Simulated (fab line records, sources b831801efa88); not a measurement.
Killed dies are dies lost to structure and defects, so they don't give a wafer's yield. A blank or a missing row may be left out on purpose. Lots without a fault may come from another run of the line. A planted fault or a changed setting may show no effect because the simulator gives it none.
Problem report in the 8D (eight disciplines) form, filled by code | flow gf180mcu | the parts of the form that need people (team, actions taken, sign-off) are left out

1. THE PROBLEM
developer_temp_C at GF_VT_IMPLANT_DEVELOP_28 reads a mean of 22.06 C on 6 wafers of 2 lots; wafers without a fault read 23.00 C with a standard deviation of 0.1. That is -9.4 standard deviations from the usual mean.
The step: develop time 60 s.
First seen on wafer L503.1, day 9 07:29, on litho_track-02. The record holds 42 wafers of 14 lots with a number at this step. Rule for "out", or "out of limits": more than 4 standard deviations from the usual mean. The other wafers with a number count as sound.

2. WHAT IT IS AND WHAT IT IS NOT
question                    | is                     | is not
which readings at this step | developer_temp_C       | -
which lots                  | L503, L504             | L495, L496, L497, L498, L500, L502, L505, L512, L513, L515, L516, L517
which wafers of those lots  | all that have a number | -
read on which tools         | litho_track-02         | litho_track-01, litho_track-04
when                        | from day 9 07:29       | up to then (18 sound wafers); but 18 sound wafers of L505, L512, L513, L515, L516, L517 came after

3. SUSPECTS, AND WHAT RULES EACH OUT
Counting: a tool at a process step up to the reading stays a suspect if it ran every lot that is out and no sound lot after the first of them.
- litho_track-02 at GF_VT_IMPLANT_DEVELOP_28 (develop time 60 s): ruled out as a lasting fault. Sound lots L516 ran on it after its first lot that is out, L503 (day 9 07:29).
Left after counting: nothing in the record.

4. THE CAUSE (what the simulator had put in)
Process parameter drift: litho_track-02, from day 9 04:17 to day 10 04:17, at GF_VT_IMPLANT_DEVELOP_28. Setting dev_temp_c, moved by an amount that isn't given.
Counting ruled it out, wrongly.

5. THE CHAIN OF EFFECTS, in route order
Each row: a reading whose mean over the struck wafers that have a number lies more than 3 standard deviations from the usual. Only readings for which the record gives a usual standard deviation are gone through. hours: the time from each lot's start at the first step in this table that gives one to its start at this step, as a median over the lots. sigmas: the change in usual standard deviations.
hours | step                     | reading          | usual   | on struck wafers | change | sigmas
0     | GF_VT_IMPLANT_DEVELOP_28 | developer_temp_C | 23.00 C | 22.06            | -0.94  | -9.4
The process steps in it:
- GF_VT_IMPLANT_DEVELOP_28: develop time 60 s.

6. WHAT WOULD HAVE CAUGHT IT SOONER
In this record the first reading out of limits was taken at day 9 07:29, 3 hours after the fault began at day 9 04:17.
